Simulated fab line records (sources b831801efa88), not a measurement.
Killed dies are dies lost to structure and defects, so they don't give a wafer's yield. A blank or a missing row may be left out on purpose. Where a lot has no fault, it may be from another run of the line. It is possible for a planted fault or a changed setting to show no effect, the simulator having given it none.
Matching of chambers / flow sky130 / SKY_VIA3_CMP_24 on cmp-02 has 4 sister chambers
The step polishes, stops on SiO2, t overpolish 20 s, target thk 0 nm. 24 wafers are shown with their chamber, then 12 later ones without.

== WAFERS WITH THEIR CHAMBER ==
wafer=L075.2; chamber=1; motorCurrentA (A)=11.2; timeToEndpointS (s)=98; overpolishRunS (s)=20.015
wafer=L075.4; chamber=3; motorCurrentA (A)=10.7; timeToEndpointS (s)=95; overpolishRunS (s)=19.990
wafer=L075.5; chamber=0; motorCurrentA (A)=12.1; timeToEndpointS (s)=93; overpolishRunS (s)=19.994
wafer=L076.1; chamber=0; motorCurrentA (A)=11.3; timeToEndpointS (s)=91; overpolishRunS (s)=19.992
wafer=L076.5; chamber=2; motorCurrentA (A)=9.9; timeToEndpointS (s)=101; overpolishRunS (s)=19.993
wafer=L076.6; chamber=1; motorCurrentA (A)=11.2; timeToEndpointS (s)=98; overpolishRunS (s)=19.999
wafer=L078.3; chamber=1; motorCurrentA (A)=11.2; timeToEndpointS (s)=89; overpolishRunS (s)=20.011
wafer=L078.4; chamber=0; motorCurrentA (A)=11.6; timeToEndpointS (s)=86; overpolishRunS (s)=19.991
wafer=L078.6; chamber=0; motorCurrentA (A)=12.5; timeToEndpointS (s)=85; overpolishRunS (s)=19.986
wafer=L081.1; chamber=3; motorCurrentA (A)=10.6; timeToEndpointS (s)=95; overpolishRunS (s)=20.007
wafer=L081.2; chamber=0; motorCurrentA (A)=11.3; timeToEndpointS (s)=89; overpolishRunS (s)=19.985
wafer=L081.6; chamber=0; motorCurrentA (A)=11.2; timeToEndpointS (s)=89; overpolishRunS (s)=20.001
wafer=L082.2; chamber=3; motorCurrentA (A)=10.5; timeToEndpointS (s)=91; overpolishRunS (s)=19.988
wafer=L082.4; chamber=1; motorCurrentA (A)=10.8; timeToEndpointS (s)=93; overpolishRunS (s)=20.000
wafer=L082.6; chamber=1; motorCurrentA (A)=11.2; timeToEndpointS (s)=94; overpolishRunS (s)=19.995
wafer=L083.2; chamber=1; motorCurrentA (A)=10.9; timeToEndpointS (s)=93; overpolishRunS (s)=20.002
wafer=L083.4; chamber=2; motorCurrentA (A)=9.7; timeToEndpointS (s)=94; overpolishRunS (s)=19.994
wafer=L083.6; chamber=2; motorCurrentA (A)=9.2; timeToEndpointS (s)=97; overpolishRunS (s)=20.001
wafer=L087.3; chamber=0; motorCurrentA (A)=11.5; timeToEndpointS (s)=89; overpolishRunS (s)=20.002
wafer=L087.4; chamber=2; motorCurrentA (A)=10.0; timeToEndpointS (s)=95; overpolishRunS (s)=20.000
wafer=L087.6; chamber=0; motorCurrentA (A)=12.0; timeToEndpointS (s)=89; overpolishRunS (s)=20.005
wafer=L088.1; chamber=2; motorCurrentA (A)=10.2; timeToEndpointS (s)=94; overpolishRunS (s)=20.000
wafer=L088.4; chamber=0; motorCurrentA (A)=11.4; timeToEndpointS (s)=88; overpolishRunS (s)=19.995
wafer=L088.6; chamber=0; motorCurrentA (A)=11.7; timeToEndpointS (s)=89; overpolishRunS (s)=20.023

SIGNATURES (means of the wafers above)
reading=motorCurrentA; chamber 0=11.660; chamber 1=11.083; chamber 2=9.800; chamber 3=10.600; scatter within a chamber=0.343
reading=timeToEndpointS; chamber 0=88.80; chamber 1=94.17; chamber 2=96.20; chamber 3=93.67; scatter within a chamber=2.74
reading=overpolishRunS; chamber 0=19.99740; chamber 1=20.00367; chamber 2=19.99760; chamber 3=19.99500; scatter within a chamber=0.00919
Rule: a wafer's distance from a chamber is the root of the sum, over the readings, of the square of ((its reading less the chamber's mean) divided by the reading's scatter). If the next closest chamber is less than 2 further off than the closest, the wafer can't be placed; otherwise it belongs to the closest. The scatter is the square root of a quotient: the sum, over the shown wafers, of each reading's squared deviation from its chamber's mean, divided by wafers minus chambers.

== WAFERS MISSING THEIR CHAMBER ==
wafer=L092.1; motorCurrentA (A)=9.3; timeToEndpointS (s)=94; overpolishRunS (s)=19.986
wafer=L092.3; motorCurrentA (A)=11.6; timeToEndpointS (s)=87; overpolishRunS (s)=20.006
wafer=L092.4; motorCurrentA (A)=11.1; timeToEndpointS (s)=90; overpolishRunS (s)=19.985
wafer=L094.2; motorCurrentA (A)=12.5; timeToEndpointS (s)=85; overpolishRunS (s)=20.015
wafer=L094.4; motorCurrentA (A)=11.3; timeToEndpointS (s)=95; overpolishRunS (s)=19.989
wafer=L094.6; motorCurrentA (A)=11.3; timeToEndpointS (s)=92; overpolishRunS (s)=20.001
wafer=L093.4; motorCurrentA (A)=10.5; timeToEndpointS (s)=96; overpolishRunS (s)=20.003
wafer=L093.5; motorCurrentA (A)=11.4; timeToEndpointS (s)=90; overpolishRunS (s)=19.995
wafer=L093.6; motorCurrentA (A)=11.6; timeToEndpointS (s)=94; overpolishRunS (s)=19.990
wafer=L097.3; motorCurrentA (A)=11.7; timeToEndpointS (s)=88; overpolishRunS (s)=20.005
wafer=L097.4; motorCurrentA (A)=10.4; timeToEndpointS (s)=93; overpolishRunS (s)=19.999
wafer=L097.5; motorCurrentA (A)=10.4; timeToEndpointS (s)=92; overpolishRunS (s)=20.006

== EACH ONE'S CHAMBER ==
wafer=L092.1; from the rows above=can't be placed: 2 or 3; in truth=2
wafer=L092.3; from the rows above=can't be placed: 0 or 1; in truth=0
wafer=L092.4; from the rows above=can't be placed: 0 or 3 or 1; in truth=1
wafer=L094.2; from the rows above=0; in truth=0
wafer=L094.4; from the rows above=can't be placed: 1 or 3 or 0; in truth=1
wafer=L094.6; from the rows above=can't be placed: 1 or 0 or 3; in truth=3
wafer=L093.4; from the rows above=can't be placed: 3 or 1 or 2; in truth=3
wafer=L093.5; from the rows above=can't be placed: 0 or 1 or 3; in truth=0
wafer=L093.6; from the rows above=can't be placed: 0 or 1 or 3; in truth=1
wafer=L097.3; from the rows above=0; in truth=0
wafer=L097.4; from the rows above=can't be placed: 3 or 1 or 2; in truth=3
wafer=L097.5; from the rows above=can't be placed: 3 or 1 or 2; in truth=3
Correctly placed: 2 of 12. Can't be placed from these rows: 10 (the true chamber is among the candidates in 10). Wrongly placed: 0.
